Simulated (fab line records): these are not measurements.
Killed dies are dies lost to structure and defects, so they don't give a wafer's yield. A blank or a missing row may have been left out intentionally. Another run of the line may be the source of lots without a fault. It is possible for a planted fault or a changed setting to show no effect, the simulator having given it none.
Split-lot study / flow sfq_line / 19 wafers read from 5 lots, route of 325 steps

## THE SPLIT
At SFQ_TRILAYER_M0_LITHO_COAT_026 (resist thk 62 nm), the setting resist_thk_nm was moved away from the recipe's 62 nm on 8 of the 19 wafers read, by -4.7% to +5.6%. This setting was run at the recipe's value on the other wafers.

## FROM THE SPLIT TO THE READING: what the file shows between them, 3 steps
- SFQ_TRILAYER_M0_LITHO_EXPOSE_022: exposes mask M0, target cd 500 nm (also split here: dose_mj)
- SFQ_TRILAYER_M0_LITHO_PEB_024: peb time 60 s
- SFQ_TRILAYER_M0_LITHO_DEVELOP_023: time 60 s

## THE READING
etch.depth_nm (the simulator's own value, which no gauge read), in nm, at SFQ_TRILAYER_M0_BARC_OPEN_METAL_ETCH_031 (etches BARC in O2, target depth 125 nm, time 41.7 s). The file does not state a usual value for it. Across the 11 wafers here that went through the recipe, the average is 61.94 nm and the standard deviation 0.11 nm.

wafer=L074.1; tool, chamber at the split=litho_track-03, 0; resist_thk_nm as run, nm=62; against the recipe=recipe; etch.depth_nm, nm=61.85; against lot-mates on the recipe=-
wafer=L074.2; tool, chamber at the split=litho_track-03, 0; resist_thk_nm as run, nm=62; against the recipe=recipe; etch.depth_nm, nm=62.11; against lot-mates on the recipe=-
wafer=L074.4; tool, chamber at the split=litho_track-03, 0; resist_thk_nm as run, nm=62; against the recipe=recipe; etch.depth_nm, nm=61.86; against lot-mates on the recipe=-
wafer=L074.5; tool, chamber at the split=litho_track-03, 0; resist_thk_nm as run, nm=62; against the recipe=recipe; etch.depth_nm, nm=61.88; against lot-mates on the recipe=-
wafer=L074.6; tool, chamber at the split=litho_track-03, 0; resist_thk_nm as run, nm=62; against the recipe=recipe; etch.depth_nm, nm=61.85; against lot-mates on the recipe=-
wafer=L075.1; tool, chamber at the split=litho_track-03, 0; resist_thk_nm as run, nm=60.52; against the recipe=-2.4%; etch.depth_nm, nm=60.6; against lot-mates on the recipe=-1.45
wafer=L075.2; tool, chamber at the split=litho_track-03, 0; resist_thk_nm as run, nm=60.52; against the recipe=-2.4%; etch.depth_nm, nm=60.62; against lot-mates on the recipe=-1.43
wafer=L075.3; tool, chamber at the split=litho_track-03, 0; resist_thk_nm as run, nm=62; against the recipe=recipe; etch.depth_nm, nm=62.05; against lot-mates on the recipe=-
wafer=L076.3; tool, chamber at the split=litho_track-01, 0; resist_thk_nm as run, nm=65.47; against the recipe=+5.6%; etch.depth_nm, nm=65.45; against lot-mates on the recipe=no lot-mate on the recipe
wafer=L076.4; tool, chamber at the split=litho_track-01, 0; resist_thk_nm as run, nm=65.47; against the recipe=+5.6%; etch.depth_nm, nm=65.48; against lot-mates on the recipe=no lot-mate on the recipe
wafer=L076.6; tool, chamber at the split=litho_track-01, 0; resist_thk_nm as run, nm=65.47; against the recipe=+5.6%; etch.depth_nm, nm=65.48; against lot-mates on the recipe=no lot-mate on the recipe
wafer=L078.1; tool, chamber at the split=litho_track-02, 0; resist_thk_nm as run, nm=62; against the recipe=recipe; etch.depth_nm, nm=62.08; against lot-mates on the recipe=-
wafer=L078.4; tool, chamber at the split=litho_track-02, 0; resist_thk_nm as run, nm=62; against the recipe=recipe; etch.depth_nm, nm=61.91; against lot-mates on the recipe=-
wafer=L078.5; tool, chamber at the split=litho_track-02, 0; resist_thk_nm as run, nm=62; against the recipe=recipe; etch.depth_nm, nm=61.91; against lot-mates on the recipe=-
wafer=L083.1; tool, chamber at the split=litho_track-03, 0; resist_thk_nm as run, nm=59.08; against the recipe=-4.7%; etch.depth_nm, nm=59.02; against lot-mates on the recipe=-2.87
wafer=L083.2; tool, chamber at the split=litho_track-03, 0; resist_thk_nm as run, nm=62; against the recipe=recipe; etch.depth_nm, nm=61.75; against lot-mates on the recipe=-
wafer=L083.3; tool, chamber at the split=litho_track-03, 0; resist_thk_nm as run, nm=59.08; against the recipe=-4.7%; etch.depth_nm, nm=58.98; against lot-mates on the recipe=-2.91
wafer=L083.4; tool, chamber at the split=litho_track-03, 0; resist_thk_nm as run, nm=62; against the recipe=recipe; etch.depth_nm, nm=62.04; against lot-mates on the recipe=-
wafer=L083.5; tool, chamber at the split=litho_track-03, 0; resist_thk_nm as run, nm=59.08; against the recipe=-4.7%; etch.depth_nm, nm=58.97; against lot-mates on the recipe=-2.92

FIT RESULTS
A straight line over all 19 wafers: etch.depth_nm changes by +0.624 nm for each +1% of resist_thk_nm; r = +1.00; the points scatter about the line by 0.1 nm.
The same after taking each lot's own level away (the mean of its wafers on the recipe; 16 wafers): +0.615 nm for each +1%; r = +1.00; scatter 0.091 nm.
According to that fit, moving resist_thk_nm by its largest amount changes the reading by 3.4 nm.
Across the lots, their own levels run from 61.895 to 62.050 nm, a range of 1.4 times the standard deviation given above.
Consequently the slope shifts little with the lot-to-lot level, the two slopes agreeing.
Check: -2.9 nm against its lot-mates is what the line predicts for one of the wafers moved furthest among these (-4.7%) when that wafer is left out of the fit. It came out at -2.87 nm against them.

## THE OTHER SPLITS THESE WAFERS WENT THROUGH
These wafers also went through other splits before the reading. Each is held against what the fit with the lots' levels taken away leaves over:
other split on the same wafers=SFQ_TRILAYER_INCOMING_OXIDATION_002 ox_time_s; wafers away from the commonest value=13; r with etch.depth_nm (lot level and that fit taken away)=+0.09
other split on the same wafers=SFQ_TRILAYER_L0_VIA_LITHO_COAT_013 spin_rpm; wafers away from the commonest value=6; r with etch.depth_nm (lot level and that fit taken away)=-0.11
other split on the same wafers=SFQ_TRILAYER_M0_LITHO_EXPOSE_022 dose_mj; wafers away from the commonest value=5; r with etch.depth_nm (lot level and that fit taken away)=+0.02

## THE WHOLE CHAIN: every reading that the file lists as answering this split, in the file's order
step=SFQ_TRILAYER_M0_LITHO_COAT_026; what it does=resist thk 62 nm; reading=BARC_of_TRILAYER_M0_LITHO_COAT_026.thk_nm (the simulator's own value, which no gauge read); change (the file's fit)=+0.611 nm for each +1% of the setting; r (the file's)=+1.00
step=SFQ_TRILAYER_M0_BARC_OPEN_METAL_ETCH_031; what it does=etches BARC in O2, target depth 125 nm, time 41.7 s; reading=etch.depth_nm (the simulator's own value, which no gauge read); change (the file's fit)=+0.616 nm for each +1% of the setting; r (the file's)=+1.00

## FILE'S OWN FIT
etch.depth_nm changes by +0.616 nm for each +1% of resist_thk_nm, r = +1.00.
